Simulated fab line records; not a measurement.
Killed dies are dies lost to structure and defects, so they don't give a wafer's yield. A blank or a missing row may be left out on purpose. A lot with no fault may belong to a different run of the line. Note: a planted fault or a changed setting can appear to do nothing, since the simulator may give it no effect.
fab line records	flow sky130
record lots=13	wafers=39	last_day=50
route steps=708 shown FIELD_ISO@5 VT_ADJUST_HVTP@94 LI_CONTACT@381
lots that met no fault: taken from a fault-free run of the same line
start_h: start of the lot's first displayed wafer, in hours after the record's first day	wait_h: hours since the lot's step before	" repeats the value in the row above	L1.1+2: several wafers, shown together as one row	- no value, or no start given	* or withheld: withheld	< > ~ a bound
route shown NAME@n: a module of which the file shows steps, and the number in the route of the first	usual: mean/standard deviation of fault-free wafers	same: alike in all rows	chamber/n: place in a boat	sites: per-site readings	_std_site: their standard deviation	_edge_site: outer sites' mean less inner sites'	radius_mm: how far each site lies from the wafer's centre	mask NAME#n: copy n	behind: the last tool/chamber to shape the wafer	hold: why the lot was held/for how many hours/how that ended	device: which transistor (n, p or np) failed to switch	end of line: the route-end tests of the same wafers	where a step has no rows: the recipe by itself	killed: the dies lost at the first sort to structure and to defects; this is not the yield of the wafer	map: the dies of a wafer, with x for killed, . for not killed, _ for no die there
set.NAME: the setting as run; set.NAME@STEP: as run at that earlier step	model.NAME: the simulator's own value behind a step, which no gauge read
route steps across a sampled set of lots; one table per step, one row per wafer
services: when a tool's chamber went out of use (start_h, in hours from the record's first day, below 0 if earlier), for how many hours, and the reason
## steps
# step SKY_FIELD_ISO_THK_MEAS_04
# recipe reads=Si3N4_of_FIELD_ISO_CVD_03
# usual FIELD_ISO_CVD_03_THK=164.9/1.3
lot.wafer	tool	chamber	start_h	wait_h	FIELD_ISO_CVD_03_THK[nm]
L987.3	film_metro-04	-	13.50	0.0	164.1
L987.4	"	-	"	"	165.1
L987.5	"	-	"	"	163.4
L988.2	film_metro-03	-	18.83	0.0	165.4
L988.3	"	-	"	"	164.6
L988.5	"	-	"	"	165.1
L990.1	film_metro-03	-	31.57	0.0	167.4
L990.2	"	-	"	"	168.7
L990.6	"	-	"	"	167.4
L991.2	film_metro-04	-	41.44	0.0	162.5
L991.3	"	-	"	"	163.3
L991.4	"	-	"	"	164.3
L993.2	film_metro-03	-	51.21	0.0	164.0
L993.5	"	-	"	"	165.1
L993.6	"	-	"	"	165.0
L996.2	film_metro-04	-	60.97	0.0	163.3
L996.3	"	-	"	"	164.6
L996.5	"	-	"	"	164.1
L997.3	film_metro-03	-	63.88	0.0	163.4
L997.4	"	-	"	"	164.3
L997.6	"	-	"	"	164.8
L998.1	film_metro-04	-	69.05	0.0	165.5
L998.2	"	-	"	"	164.7
L998.3	"	-	"	"	166.1
L999.1	film_metro-03	-	74.56	0.0	166.4
L999.4	"	-	"	"	167.9
L999.5	"	-	"	"	167.0
L100.2	film_metro-04	-	79.66	0.0	165.9
L100.3	"	-	"	"	165.2
L100.4	"	-	"	"	166.6
L103.1	film_metro-01	-	95.41	0.0	165.6
L103.3	"	-	"	"	166.3
L103.6	"	-	"	"	166.8
L107.2	film_metro-01	-	113.73	0.0	164.0
L107.5	"	-	"	"	164.2
L107.6	"	-	"	"	163.6
L109.3	film_metro-04	-	125.11	0.0	164.7
L109.4	"	-	"	"	167.4
L109.5	"	-	"	"	165.2
# step SKY_VT_ADJUST_HVTP_IMPLANT_09
# recipe species=As	energy_kev=150	dose_cm2=4.3e+12	tilt_deg=withheld
# usual beam_energy_keV=150.00/0.051
lot.wafer	tool	chamber	start_h	wait_h	beam_energy_keV
L987.3	implanter-01	0	142.19	0.1	150.01
L987.4	"	0	"	"	149.96
L987.5	"	0	"	"	150.00
L988.2	implanter-04	0	142.69	0.0	150.07
L988.3	"	0	"	"	149.94
L988.5	"	0	"	"	150.05
L990.1	implanter-02	0	154.99	0.0	149.95
L990.2	"	0	"	"	149.90
L990.6	"	0	"	"	149.89
L991.2	implanter-02	0	157.06	0.0	149.96
L991.3	"	0	"	"	150.00
L991.4	"	0	"	"	150.00
L993.2	implanter-04	0	168.74	0.0	150.01
L993.5	"	0	"	"	149.96
L993.6	"	0	"	"	149.99
L996.2	implanter-02	0	186.12	0.0	150.04
L996.3	"	0	"	"	149.99
L996.5	"	0	"	"	150.07
L997.3	implanter-02	0	188.01	0.1	149.97
L997.4	"	0	"	"	149.95
L997.6	"	0	"	"	150.02
L998.1	implanter-01	0	193.89	0.0	150.05
L998.2	"	0	"	"	150.00
L998.3	"	0	"	"	149.99
L999.1	implanter-02	0	196.79	0.0	149.98
L999.4	"	0	"	"	149.98
L999.5	"	0	"	"	150.03
L100.2	implanter-01	0	202.72	0.0	149.92
L100.3	"	0	"	"	149.89
L100.4	"	0	"	"	149.96
L103.1	implanter-04	0	226.86	0.0	150.02
L103.3	"	0	"	"	150.09
L103.6	"	0	"	"	149.98
L107.2	implanter-02	0	250.57	0.0	169.36
L107.5	"	0	"	"	169.35
L107.6	"	0	"	"	169.40
L109.3	implanter-02	0	262.29	0.1	169.37
L109.4	"	0	"	"	169.41
L109.5	"	0	"	"	169.43
# step SKY_VT_ADJUST_HVTP_TW_MEAS_11
# usual VT_ADJUST_HVTP_TW=1354/11
lot.wafer	tool	chamber	start_h	wait_h	VT_ADJUST_HVTP_TW
L987.3	film_metro-01	-	142.41	0.1	1366
L987.4	"	-	"	"	1367
L987.5	"	-	"	"	1363
L988.2	film_metro-01	-	142.92	0.1	1364
L988.3	"	-	"	"	1364
L988.5	"	-	"	"	1359
L990.1	film_metro-03	-	155.24	0.1	1365
L990.2	"	-	"	"	1362
L990.6	"	-	"	"	1368
L991.2	film_metro-02	-	157.30	0.1	1342
L991.3	"	-	"	"	1338
L991.4	"	-	"	"	1344
L993.2	film_metro-01	-	168.97	0.1	1357
L993.5	"	-	"	"	1366
L993.6	"	-	"	"	1365
L996.2	film_metro-02	-	186.35	0.1	1347
L996.3	"	-	"	"	1343
L996.5	"	-	"	"	1339
L997.3	film_metro-03	-	188.23	0.1	1369
L997.4	"	-	"	"	1372
L997.6	"	-	"	"	1357
L998.1	film_metro-02	-	194.14	0.1	1336
L998.2	"	-	"	"	1335
L998.3	"	-	"	"	1340
L999.1	film_metro-02	-	197.04	0.1	1346
L999.4	"	-	"	"	1343
L999.5	"	-	"	"	1340
L100.2	film_metro-01	-	202.95	0.1	1359
L100.3	"	-	"	"	1361
L100.4	"	-	"	"	1357
L103.1	film_metro-01	-	227.11	0.1	1354
L103.3	"	-	"	"	1359
L103.6	"	-	"	"	1356
L107.2	film_metro-03	-	250.80	0.1	1417
L107.5	"	-	"	"	1413
L107.6	"	-	"	"	1414
L109.3	film_metro-03	-	262.51	0.1	1415
L109.4	"	-	"	"	1412
L109.5	"	-	"	"	1410
# step SKY_LI_CONTACT_SPUTTER_19
# recipe material=Ti	target_thk_nm=20	chamber_pressure_pa=5	power_w=2500	substrate_temp_c=200	time_s=106.37
# usual throttle_valve_pct=30.4/1.1
lot.wafer	tool	chamber	start_h	wait_h	throttle_valve_pct
L987.3	pvd_sputter-03	-	696.24	0.0	30.7
L987.4	"	-	"	"	28.3
L987.5	"	-	"	"	28.3
L988.2	pvd_sputter-02	-	701.93	0.0	29.3
L988.3	"	-	"	"	31.4
L988.5	"	-	"	"	31.8
L990.1	pvd_sputter-04	-	717.17	0.0	29.8
L990.2	"	-	"	"	30.1
L990.6	"	-	"	"	29.9
L991.2	pvd_sputter-03	-	722.38	0.0	30.2
L991.3	"	-	"	"	30.7
L991.4	"	-	"	"	28.3
L993.2	pvd_sputter-03	-	735.16	0.0	30.6
L993.5	"	-	"	"	30.4
L993.6	"	-	"	"	30.3
L996.2	pvd_sputter-04	-	758.83	0.0	30.3
L996.3	"	-	"	"	30.3
L996.5	"	-	"	"	30.1
L997.3	pvd_sputter-02	-	763.33	0.0	29.0
L997.4	"	-	"	"	32.2
L997.6	"	-	"	"	31.2
L998.1	pvd_sputter-03	-	769.53	0.0	30.3
L998.2	"	-	"	"	30.8
L998.3	"	-	"	"	28.4
L999.1	pvd_sputter-03	-	772.03	0.0	30.5
L999.4	"	-	"	"	28.5
L999.5	"	-	"	"	31.0
L100.2	pvd_sputter-04	-	791.58	0.0	30.2
L100.3	"	-	"	"	29.8
L100.4	"	-	"	"	30.5
L103.1	pvd_sputter-03	-	811.73	0.0	28.4
L103.3	"	-	"	"	30.3
L103.6	"	-	"	"	28.5
L107.2	pvd_sputter-03	-	831.78	0.0	28.4
L107.5	"	-	"	"	28.4
L107.6	"	-	"	"	30.8
L109.3	pvd_sputter-02	-	851.47	0.0	31.9
L109.4	"	-	"	"	29.0
L109.5	"	-	"	"	31.6
# step SKY_LI_CONTACT_THK_MEAS_23
# recipe thk_meas_gauge=xrf	reads=W_of_LI_CONTACT_CVD_21
# usual LI_CONTACT_W_THK=382/8.3
lot.wafer	tool	chamber	start_h	wait_h	LI_CONTACT_W_THK[nm]
L987.3	film_metro-02	-	696.64	0.1	384
L987.4	"	-	"	"	386
L987.5	"	-	"	"	379
L988.2	film_metro-01	-	702.32	0.1	375
L988.3	"	-	"	"	384
L988.5	"	-	"	"	381
L990.1	film_metro-03	-	717.56	0.1	377
L990.2	"	-	"	"	372
L990.6	"	-	"	"	379
L991.2	film_metro-03	-	722.77	0.1	370
L991.3	"	-	"	"	371
L991.4	"	-	"	"	379
L993.2	film_metro-01	-	735.55	0.1	376
L993.5	"	-	"	"	378
L993.6	"	-	"	"	379
L996.2	film_metro-02	-	759.35	0.1	386
L996.3	"	-	"	"	384
L996.5	"	-	"	"	385
L997.3	film_metro-01	-	763.73	0.1	389
L997.4	"	-	"	"	380
L997.6	"	-	"	"	388
L998.1	film_metro-03	-	770.04	0.1	371
L998.2	"	-	"	"	372
L998.3	"	-	"	"	372
L999.1	film_metro-02	-	772.41	0.1	385
L999.4	"	-	"	"	379
L999.5	"	-	"	"	380
L100.2	film_metro-02	-	791.97	0.1	392
L100.3	"	-	"	"	391
L100.4	"	-	"	"	382
L103.1	film_metro-01	-	812.11	0.1	386
L103.3	"	-	"	"	395
L103.6	"	-	"	"	387
L107.2	film_metro-01	-	832.17	0.1	385
L107.5	"	-	"	"	387
L107.6	"	-	"	"	386
L109.3	film_metro-02	-	851.87	0.1	388
L109.4	"	-	"	"	396
L109.5	"	-	"	"	401
## services
tool	chamber	start_h	hours	kind
pvd_sputter-02	-	129.00	1.5	repair
implanter-04	-	150.20	5.9	repair
pvd_sputter-03	-	156.38	4.4	repair
implanter-04	-	159.98	5.5	pm
implanter-01	-	223.06	3.5	repair
implanter-04	-	243.79	0.6	repair
implanter-01	-	258.89	4.4	pm
implanter-02	-	273.55	3.1	pm
implanter-04	-	316.24	2.5	repair
implanter-04	-	318.52	8.6	repair
pvd_sputter-04	-	334.65	2.4	repair
implanter-01	-	336.16	3.2	repair
implanter-02	-	371.21	1.2	repair
implanter-02	-	390.00	4.8	repair
implanter-02	-	422.42	3.4	repair
pvd_sputter-03	-	494.22	1.5	repair
implanter-02	-	538.73	4.0	pm
pvd_sputter-03	-	601.23	1.0	repair
implanter-02	-	606.63	3.0	pm
implanter-02	-	628.73	2.1	repair
implanter-02	-	674.84	3.0	repair
pvd_sputter-03	-	686.24	1.0	repair
pvd_sputter-03	-	736.96	16.1	repair
implanter-02	-	762.55	5.2	pm
## key
first_sign step=SKY_VT_ADJUST_HVTP_IMPLANT_09	reading=beam_energy_keV	direction=up	sigmas=99+	usual=*	struck=*
effect step=SKY_VT_ADJUST_HVTP_TW_MEAS_11	reading=VT_ADJUST_HVTP_TW	direction=up	sigmas=5.6	usual=1354	struck=1413
met_at SKY_VT_ADJUST_HVTP_IMPLANT_09
struck_lots L107,L109
tester_left_out L107,L109
not_acting_at SKY_FIELD_ISO_THK_MEAS_04,SKY_LI_CONTACT_SPUTTER_19,SKY_LI_CONTACT_THK_MEAS_23
onset_between 196.79 250.57
fault kind=process_parameter_drift	tool=implanter-02	chamber=-	onset_h=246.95	steps=SKY_VT_ADJUST_HVTP_IMPLANT_09	channel=energy_kev	offset=*	shape=step	end_h=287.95	acts_in=*	stated=*
# tester_left_out: of these lots the tester's yield and bins aren't shown, on N5 and GAA mostly nor the transistor test; their killed dies are dies lost to structure and defects alone, not to doping, threshold or leakage, so they don't give the yield
